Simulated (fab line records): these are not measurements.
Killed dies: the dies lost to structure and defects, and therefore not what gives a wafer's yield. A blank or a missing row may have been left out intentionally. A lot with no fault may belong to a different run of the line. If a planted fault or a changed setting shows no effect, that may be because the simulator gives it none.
fab line records + flow sky130
record:
- lots: 6
- wafers: 18
- last-day: 49
route steps=708 shown PASSIVATION@683 PAD_OPEN@694
lots with no fault: from the same line, run without faults
start-h: hours from the record's first day to the start of the lot's first wafer shown + wait-h: time in hours since the lot's previous step + " the same as in the row above + L1.1+2: a single row standing in for several wafers + - no value, or no start given + * or withheld: withheld + < > ~ a bound
route shown NAME@n: a module of which the file shows steps, and the number in the route of the first + usual: average and standard deviation across the fault-free wafers + same: alike in all rows + chamber/n: place in a boat + sites: per-site readings + _std_site: standard deviation of those values + _edge_site: mean of outer sites minus mean of inner sites + radius-mm: for every site, how far away it sits from the centre of the wafer + mask NAME#n: copy n + behind: the most recent tool/chamber to have shaped the wafer + hold: why the lot was held/for how many hours/how that ended + device: transistor that didn't switch, given as n, p or np + end of line: at the end of the route, the tests of the same wafers + a step with no rows: only its recipe + killed: not the wafer's yield, but the dies lost to structure and defects at the first sort + map: the dies of a wafer, with x for killed, . for not killed, _ for no die there
set.NAME: the setting that was run; set.NAME@STEP: the one run at that earlier step + model.NAME: the simulator's own value behind a step, which no gauge read
lots at some steps of the route; a table a step, a row a wafer
services: when a tool's chamber went out of use (start-h, in hours from the record's first day, below 0 if earlier), for how many hours, and the reason
== steps ==
step: SKY_PASSIVATION_CVD_02
recipe:
- material: Si3N4
- target-thk-nm: 540
- temp-c: 400
- time-s: withheld
- rf-w: 450
usual:
- heater-power-w: 754/89
- rf-fwd-power-W: 449.1/1.5
| lot.wafer | tool     | chamber | start-h | wait-h | heater-power-w | rf-fwd-power-W |
|-----------|----------|---------|---------|--------|----------------|----------------|
| L338.2    | pecvd-04 | 2       | 1022.75 | 0.0    | 757            | 449.3          |
| L338.4    | "        | 0       | "       | "      | 743            | 449.0          |
| L338.6    | "        | 2       | "       | "      | 798            | 447.4          |
| L341.1    | pecvd-02 | 1       | 1048.97 | 0.1    | 675            | 451.0          |
| L341.5    | "        | 2       | "       | "      | 791            | 450.5          |
| L341.6    | "        | 0       | "       | "      | 769            | 448.5          |
| L345.1    | pecvd-04 | 1       | 1086.87 | 0.1    | 711            | 449.6          |
| L345.5    | "        | 0       | "       | "      | 899            | 450.0          |
| L345.6    | "        | 2       | "       | "      | 746            | 448.1          |
| L346.1    | pecvd-03 | 0       | 1091.00 | 0.1    | 912            | 450.8          |
| L346.4    | "        | 0       | "       | "      | 954            | 448.3          |
| L346.6    | "        | 1       | "       | "      | 681            | 449.7          |
| L349.3    | pecvd-02 | 2       | 1114.72 | 0.0    | 753            | 447.7          |
| L349.4    | "        | 2       | "       | "      | 789            | 447.5          |
| L349.5    | "        | 1       | "       | "      | 767            | 445.9          |
| L354.2    | pecvd-03 | 1       | 1129.15 | 0.0    | 641            | 449.8          |
| L354.5    | "        | 2       | "       | "      | 740            | 452.0          |
| L354.6    | "        | 0       | "       | "      | 758            | 448.5          |
step: SKY_PASSIVATION_THK_MEAS_03
recipe:
- reads: Si3N4_of_PASSIVATION_CVD_02
usual:
- PASSIVATION_CVD_02_THK: 540/7.3
| lot.wafer | tool          | chamber | start-h | wait-h | PASSIVATION_CVD_02_THK[nm] |
|-----------|---------------|---------|---------|--------|----------------------------|
| L338.2    | film-metro-01 | -       | 1023.10 | -      | 535                        |
| L338.4    | "             | -       | "       | "      | 532                        |
| L338.6    | "             | -       | "       | "      | 533                        |
| L341.1    | film-metro-01 | -       | 1049.19 | -      | 539                        |
| L341.5    | "             | -       | "       | "      | 552                        |
| L341.6    | "             | -       | "       | "      | 553                        |
| L345.1    | film-metro-03 | -       | 1087.10 | -      | 536                        |
| L345.5    | "             | -       | "       | "      | 530                        |
| L345.6    | "             | -       | "       | "      | 536                        |
| L346.1    | film-metro-03 | -       | 1091.33 | -      | 533                        |
| L346.4    | "             | -       | "       | "      | 548                        |
| L346.6    | "             | -       | "       | "      | 545                        |
| L349.3    | film-metro-03 | -       | 1115.08 | -      | 550                        |
| L349.4    | "             | -       | "       | "      | 553                        |
| L349.5    | "             | -       | "       | "      | 550                        |
| L354.2    | film-metro-02 | -       | 1129.38 | -      | 536                        |
| L354.5    | "             | -       | "       | "      | 544                        |
| L354.6    | "             | -       | "       | "      | 549                        |
step: SKY_PASSIVATION_DEHYDRATE_04
recipe:
- temp-c: 200
- time-s: 60
step: SKY_PASSIVATION_HMDS_05
recipe:
- prime-time-s: 60
- prime-temp-c: 120
step: SKY_PASSIVATION_COAT_06
recipe:
- spin-rpm: 2000
- resist-thk-nm: 3000
step: SKY_PASSIVATION_SOFTBAKE_07
recipe:
- temp-c: 110
- time-s: withheld
step: SKY_PASSIVATION_EXPOSE_08
recipe:
- mask-id: NSM
- target-cd-nm: 3000
- na: 0.57
- dose-mj: 260
step: SKY_PASSIVATION_PEB_09
recipe:
- temp-c: 115
- time-s: withheld
step: SKY_PASSIVATION_DEVELOP_10
recipe:
- develop-time-s: 60
- dev-temp-c: 23
step: SKY_PASSIVATION_ETCH_11
recipe:
- chemistry: CF4/O2
- target-depth-nm: 725
- stop-on: AlCu
- source-w: 800
- bias-w: 150
- pressure-mtorr: 150
- cf4-flow-sccm: 80
- O2_flow_sccm: 10
- time-s: 161.1
usual:
- drypump-motor-current-A: 5.8/0.32
- oes-product-au: 0.978/0.0072
- rf-fwd-power-W: 796.4/2.4
- throttle-valve-pct: 5.965/0.01
| lot.wafer | tool        | chamber | start-h | wait-h | drypump-motor-current-A | oes-product-au | rf-fwd-power-W | rf-hours-counter-h | throttle-valve-pct |
|-----------|-------------|---------|---------|--------|-------------------------|----------------|----------------|--------------------|--------------------|
| L338.2    | rie-diel-01 | 2       | 1045.03 | -      | 6.0                     | 0.970          | 797.8          | 17                 | 5.970              |
| L338.4    | "           | 3       | "       | "      | 6.3                     | 0.981          | 795.8          | 18                 | 5.970              |
| L338.6    | "           | 2       | "       | "      | 6.0                     | 0.970          | 798.4          | -                  | 5.958              |
| L341.1    | rie-diel-01 | 3       | 1071.01 | -      | 6.3                     | 0.969          | 796.5          | 19                 | 5.958              |
| L341.5    | "           | 2       | "       | "      | 6.0                     | 0.994          | 798.3          | -                  | 5.979              |
| L341.6    | "           | 1       | "       | "      | 6.0                     | 0.981          | 795.4          | -                  | 5.962              |
| L345.1    | rie-diel-03 | 2       | 1107.01 | -      | 5.9                     | 0.968          | 795.1          | 26                 | 5.964              |
| L345.5    | "           | 0       | "       | "      | 5.5                     | 0.974          | 797.0          | -                  | 5.938              |
| L345.6    | "           | 3       | "       | "      | 6.0                     | 0.971          | 797.2          | -                  | 5.970              |
| L346.1    | rie-diel-03 | 0       | 1111.40 | -      | 5.6                     | 0.974          | 796.6          | 16                 | 5.970              |
| L346.4    | "           | 3       | "       | "      | 6.1                     | 0.982          | 799.0          | 18                 | 5.975              |
| L346.6    | "           | 3       | "       | "      | 6.1                     | 0.980          | 792.6          | -                  | 5.966              |
| L349.3    | rie-diel-04 | 0       | 1133.35 | -      | 5.2                     | 0.984          | 791.4          | 12                 | 5.958              |
| L349.4    | "           | 1       | "       | "      | 5.0                     | 0.987          | 796.3          | 20                 | 5.957              |
| L349.5    | "           | 0       | "       | "      | 5.2                     | 0.995          | 793.0          | -                  | 5.954              |
| L354.2    | rie-diel-03 | 3       | 1148.40 | -      | 6.0                     | 0.979          | 794.8          | 20                 | 5.960              |
| L354.5    | "           | 0       | "       | "      | 5.5                     | 0.983          | 794.7          | -                  | 5.971              |
| L354.6    | "           | 3       | "       | "      | 6.1                     | 0.985          | 794.5          | -                  | 5.963              |
step: SKY_PASSIVATION_STRIP_12
recipe:
- chemistry: O2/N2
- power-w: 1400
- pressure-mtorr: 1500
- platen-temp-c: withheld
- overash-fraction: 0.7
- o2-flow-sccm: 3000
- n2-flow-sccm: 300
usual:
- drypump-motor-current-A: 6.13/0.2
- n2-flow-sccm: 299.9/0.91
- oes-product-au: 0.660/0.0046
- strip-time-to-endpoint-s: 31.51/0.12
| lot.wafer | tool            | chamber | start-h | wait-h | drypump-motor-current-A | n2-flow-sccm | oes-product-au | rf-hours-counter-h | strip-time-to-endpoint-s |
|-----------|-----------------|---------|---------|--------|-------------------------|--------------|----------------|--------------------|--------------------------|
| L338.2    | plasma-asher-03 | 0       | 1045.13 | 0.1    | 6.44                    | 300.2        | 0.664          | 89                 | 31.34                    |
| L338.4    | "               | 0       | "       | "      | 6.48                    | 299.4        | 0.654          | -                  | 31.32                    |
| L338.6    | "               | 1       | "       | "      | 5.79                    | 299.5        | 0.656          | -                  | 31.36                    |
| L341.1    | plasma-asher-01 | 0       | 1071.12 | 0.1    | 6.15                    | 300.7        | 0.660          | 1                  | 31.57                    |
| L341.5    | "               | 0       | "       | "      | 6.14                    | 299.7        | 0.658          | -                  | 31.43                    |
| L341.6    | "               | 1       | "       | "      | 6.10                    | 299.2        | 0.663          | -                  | 31.55                    |
| L345.1    | plasma-asher-01 | 0       | 1107.12 | 0.1    | 6.16                    | 299.0        | 0.654          | 4                  | 31.51                    |
| L345.5    | "               | 0       | "       | "      | 6.16                    | 299.2        | 0.664          | -                  | 31.62                    |
| L345.6    | "               | 1       | "       | "      | 6.08                    | 299.4        | 0.652          | -                  | 31.46                    |
| L346.1    | plasma-asher-01 | 1       | 1111.51 | 0.1    | 6.12                    | 300.4        | 0.663          | 5                  | 31.44                    |
| L346.4    | "               | 1       | "       | "      | 6.07                    | 300.3        | 0.655          | -                  | 31.53                    |
| L346.6    | "               | 1       | "       | "      | 6.09                    | 301.2        | 0.663          | -                  | 31.59                    |
| L349.3    | plasma-asher-04 | 1       | 1133.49 | 0.1    | 6.30                    | 297.9        | 0.659          | -                  | 31.43                    |
| L349.4    | "               | 0       | "       | "      | 5.98                    | 299.0        | 0.657          | -                  | 31.44                    |
| L349.5    | "               | 1       | "       | "      | 6.31                    | 299.8        | 0.655          | -                  | 31.64                    |
| L354.2    | plasma-asher-04 | 0       | 1148.51 | 0.1    | 5.97                    | 299.7        | 0.657          | 36                 | 31.75                    |
| L354.5    | "               | 1       | "       | "      | 6.27                    | 299.5        | 0.664          | -                  | 31.65                    |
| L354.6    | "               | 0       | "       | "      | 5.99                    | 300.3        | 0.660          | -                  | 31.69                    |
step: SKY_PAD_OPEN_DEHYDRATE_00
recipe:
- temp-c: 200
- time-s: 60
step: SKY_PAD_OPEN_HMDS_01
recipe:
- prime-time-s: 60
- prime-temp-c: 120
usual:
- prime-temp-c: 120.02/0.15
| lot.wafer | tool           | chamber | start-h | wait-h | prime-temp-c |
|-----------|----------------|---------|---------|--------|--------------|
| L338.2    | litho-track-01 | 0       | 1055.55 | 0.1    | 120.24       |
| L338.4    | "              | 0       | "       | "      | 120.27       |
| L338.6    | "              | 0       | "       | "      | 120.07       |
| L341.1    | litho-track-02 | 0       | 1081.87 | 0.1    | 119.85       |
| L341.5    | "              | 0       | "       | "      | 119.90       |
| L341.6    | "              | 0       | "       | "      | 119.88       |
| L345.1    | litho-track-03 | 0       | 1113.41 | 0.1    | 119.90       |
| L345.5    | "              | 0       | "       | "      | 119.83       |
| L345.6    | "              | 0       | "       | "      | 120.11       |
| L346.1    | litho-track-02 | 0       | 1120.42 | 0.1    | 122.25       |
| L346.4    | "              | 0       | "       | "      | 122.27       |
| L346.6    | "              | 0       | "       | "      | 122.32       |
| L349.3    | litho-track-02 | 0       | 1142.12 | 0.1    | 122.09       |
| L349.4    | "              | 0       | "       | "      | 122.11       |
| L349.5    | "              | 0       | "       | "      | 122.02       |
| L354.2    | litho-track-01 | 0       | 1156.40 | 0.1    | 120.07       |
| L354.5    | "              | 0       | "       | "      | 120.10       |
| L354.6    | "              | 0       | "       | "      | 120.18       |
step: SKY_PAD_OPEN_COAT_02
recipe:
- spin-rpm: 2000
- resist-thk-nm: 3000
step: SKY_PAD_OPEN_PROBE_99
usual:
- defect-limited-yield: 82.5/1.9
- killed_at_M0_to_M3: 44/7.3
- killed_at_M4_up: 3.1/1.9
- killed-at-contacts: 24/5.3
- killed-at-front-end: 15/4
- killed-at-other: 0.4/0.6
- killed-dies: 86/9.2
- killed-open: 47/6.9
- killed-short: 39/6.9
- sort_bin_3_pad_short: 0.8/0.41
- sort_bin_5_function: 10.6/1.5
- sort_bin_6_memory: 6.1/1.1
- sort-n-pass: 406/9.2
- sort-yield-pct: 82.5/1.9
same:
- gross-dies: 492
- killed-at-back-side: 0
- sort_bin_4_leakage[%]: 0
- sort_bin_8_speed[%]: 0
| lot.wafer | tool      | chamber | start-h | wait-h | defect-limited-yield[%] | killed_at_M0_to_M3 | killed_at_M4_up | killed-at-contacts | killed-at-front-end | killed-at-other | killed-dies | killed-open | killed-short | sort_bin_3_pad_short[%] | sort_bin_5_function[%] | sort_bin_6_memory[%] | sort-n-pass | sort-yield-pct[%] |
|-----------|-----------|---------|---------|--------|-------------------------|--------------------|-----------------|--------------------|---------------------|-----------------|-------------|-------------|--------------|-------------------------|------------------------|----------------------|-------------|-------------------|
| L341.1    | prober-02 | -       | 1094.53 | 0.1    | 81.9                    | 44                 | 1               | 27                 | 17                  | 0               | 89          | 47          | 42           | 0.6                     | 12.2                   | 5.3                  | 403         | 81.9              |
| L341.5    | prober-02 | -       | 1094.73 | 0.2    | 79.7                    | 48                 | 8               | 26                 | 16                  | 2               | 100         | 51          | 48           | 1.4                     | 12.8                   | 6.1                  | 392         | 79.7              |
| L341.6    | prober-02 | -       | 1094.78 | 0.2    | 83.1                    | 45                 | 9               | 19                 | 10                  | 0               | 83          | 37          | 46           | 0.8                     | 10.0                   | 6.1                  | 409         | 83.1              |
| L346.1    | prober-01 | -       | 1133.20 | 0.1    | 81.3                    | 45                 | 4               | 22                 | 21                  | 0               | 92          | 57          | 35           | 0.6                     | 12.0                   | 6.1                  | 400         | 81.3              |
| L346.4    | prober-01 | -       | 1133.35 | 0.2    | 81.5                    | 46                 | 6               | 27                 | 12                  | 0               | 91          | 52          | 39           | 1.0                     | 10.0                   | 7.5                  | 401         | 81.5              |
| L346.6    | prober-01 | -       | 1133.45 | 0.2    | 83.9                    | 36                 | 2               | 34                 | 7                   | 0               | 79          | 46          | 33           | 0.2                     | 9.6                    | 6.3                  | 413         | 83.9              |
| L354.2    | prober-02 | -       | 1168.95 | 0.1    | 83.9                    | 36                 | 6               | 17                 | 19                  | 1               | 79          | 43          | 36           | 1.6                     | 8.7                    | 5.7                  | 413         | 83.9              |
| L354.5    | prober-02 | -       | 1169.10 | 0.2    | 83.7                    | 50                 | 3               | 16                 | 11                  | 0               | 80          | 44          | 36           | 1.4                     | 8.5                    | 6.3                  | 412         | 83.7              |
| L354.6    | prober-02 | -       | 1169.15 | 0.2    | 79.9                    | 38                 | 5               | 35                 | 21                  | 0               | 99          | 42          | 57           | 1.4                     | 11.4                   | 7.3                  | 393         | 79.9              |
killed by level:class
L341.1 VIA1:geometric-particle:open=12 VIA3:geometric-particle:open=9 CONTACT:geometric-particle:open=9 METAL1:geometric-particle:short=8 LI_CONTACT:geometric-particle:short=6 FIELD_ISO:geometric-particle:open=5 CONTACT:geometric-particle:short=5 FIELD_ISO:geometric-particle:short=4
L341.5 LI_CONTACT:geometric-particle:open=13 VIA1:geometric-particle:short=12 VIA3:geometric-particle:open=9 VIA1:geometric-particle:open=8 METAL4:geometric-particle:short=7 VIA2:geometric-particle:open=6 FIELD_ISO:geometric-particle:open=5 FIELD_ISO:geometric-particle:short=5
L341.6 METAL2:geometric-particle:short=9 VIA3:geometric-particle:open=9 LI_CONTACT:geometric-particle:open=7 METAL1:geometric-particle:short=7 METAL4:geometric-particle:short=7 CONTACT:geometric-particle:open=6 VIA1:geometric-particle:open=6 VIA1:geometric-particle:short=5
L346.1 VIA1:geometric-particle:open=10 VIA2:geometric-particle:short=8 VIA3:geometric-particle:open=8 FIELD_ISO:geometric-particle:open=7 LI_CONTACT:geometric-particle:open=7 CONTACT:geometric-particle:short=7 CONTACT:geometric-particle:open=7 VIA2:geometric-particle:open=4
L346.4 VIA1:geometric-particle:open=14 LI_CONTACT:geometric-particle:open=8 VIA2:geometric-particle:open=8 CONTACT:geometric-particle:open=6 CONTACT:geometric-particle:short=6 LOCAL_INTERCONNECT:geometric-particle:short=5 VIA1:geometric-particle:short=4 METAL2:geometric-particle:open=4
L346.6 LOCAL_INTERCONNECT:geometric-particle:short=10 CONTACT:geometric-particle:open=9 VIA1:geometric-particle:open=9 LI_CONTACT:geometric-particle:open=8 VIA3:geometric-particle:open=8 METAL2:geometric-particle:short=6 CONTACT:geometric-particle:short=5 VIA2:geometric-particle:open=5
L354.2 LI_CONTACT:geometric-particle:open=8 VIA2:geometric-particle:open=7 FIELD_ISO:geometric-particle:open=5 METAL4:geometric-particle:short=5 VIA3:geometric-particle:open=5 VIA1:geometric-particle:open=5 VIA1:geometric-particle:short=5 VIA2:geometric-particle:short=4
L354.5 VIA1:geometric-particle:open=11 VIA2:geometric-particle:open=9 VIA3:geometric-particle:open=6 CONTACT:geometric-particle:open=6 METAL2:geometric-particle:short=6 METAL3:geometric-particle:short=5 FIELD_ISO:geometric-particle:open=4 VIA3:geometric-particle:short=4
L354.6 METAL1:geometric-particle:short=9 METAL2:geometric-particle:short=9 LI_CONTACT:geometric-particle:open=7 LOCAL_INTERCONNECT:geometric-particle:short=7 CONTACT:geometric-particle:short=7 CONTACT:geometric-particle:open=7 FIELD_ISO:geometric-particle:open=6 POLY_GATE:geometric-particle:short=6
== services ==
| tool            | chamber | start-h | hours | kind       |
|-----------------|---------|---------|-------|------------|
| pecvd-03        | 0       | 1004.51 | 6.2   | repair     |
| pecvd-04        | -       | 1013.90 | 1.2   | repair     |
| rie-diel-01     | 2       | 1047.87 | 7.3   | repair     |
| rie-diel-04     | -       | 1051.01 | 0.2   | repair     |
| pecvd-03        | -       | 1052.02 | 2.8   | pm         |
| plasma-asher-01 | -       | 1055.25 | 9.0   | pm         |
| plasma-asher-01 | 0       | 1055.25 | 9.0   | vent-cycle |
| plasma-asher-01 | 1       | 1055.25 | 9.0   | vent-cycle |
| pecvd-02        | 2       | 1063.48 | 2.5   | repair     |
| plasma-asher-01 | 0       | 1064.25 | -     | clean      |
| plasma-asher-01 | 1       | 1064.25 | -     | clean      |
| pecvd-04        | 1       | 1065.07 | 4.0   | repair     |
| rie-diel-03     | -       | 1074.05 | 0.7   | repair     |
| rie-diel-01     | 0       | 1078.34 | 1.3   | repair     |
| pecvd-03        | 2       | 1087.92 | 3.4   | repair     |
| rie-diel-03     | 2       | 1089.78 | 10.4  | repair     |
| rie-diel-03     | -       | 1099.49 | 0.6   | repair     |
| plasma-asher-04 | -       | 1113.86 | 2.3   | repair     |
| pecvd-04        | -       | 1116.62 | 6.0   | pm         |
| rie-diel-04     | 2       | 1118.77 | 1.4   | repair     |
| pecvd-02        | -       | 1119.13 | 4.3   | pm         |
| rie-diel-03     | 1       | 1121.95 | 1.2   | repair     |
| plasma-asher-03 | -       | 1134.10 | 2.8   | pm         |
| plasma-asher-04 | -       | 1141.20 | 5.0   | repair     |
== key ==
first-sign:
- step: SKY_PAD_OPEN_HMDS_01
- reading: prime-temp-c
- direction: up
- sigmas: 15
- usual: *
- struck: *
effect none on later readings
met-at SKY_PAD_OPEN_HMDS_01
struck-wafers L346.1,L346.4,L346.6,L349.3,L349.4,L349.5
onset-between 1081.87 1120.42
fault:
- kind: process-parameter-drift
- tool: litho-track-02
- chamber: -
- onset-h: 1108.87
- steps: SKY_PAD_OPEN_HMDS_01
- channel: prime-temp-c
- offset: *
- shape: step
- end-h: 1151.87
- acts-in: *
- stated: *
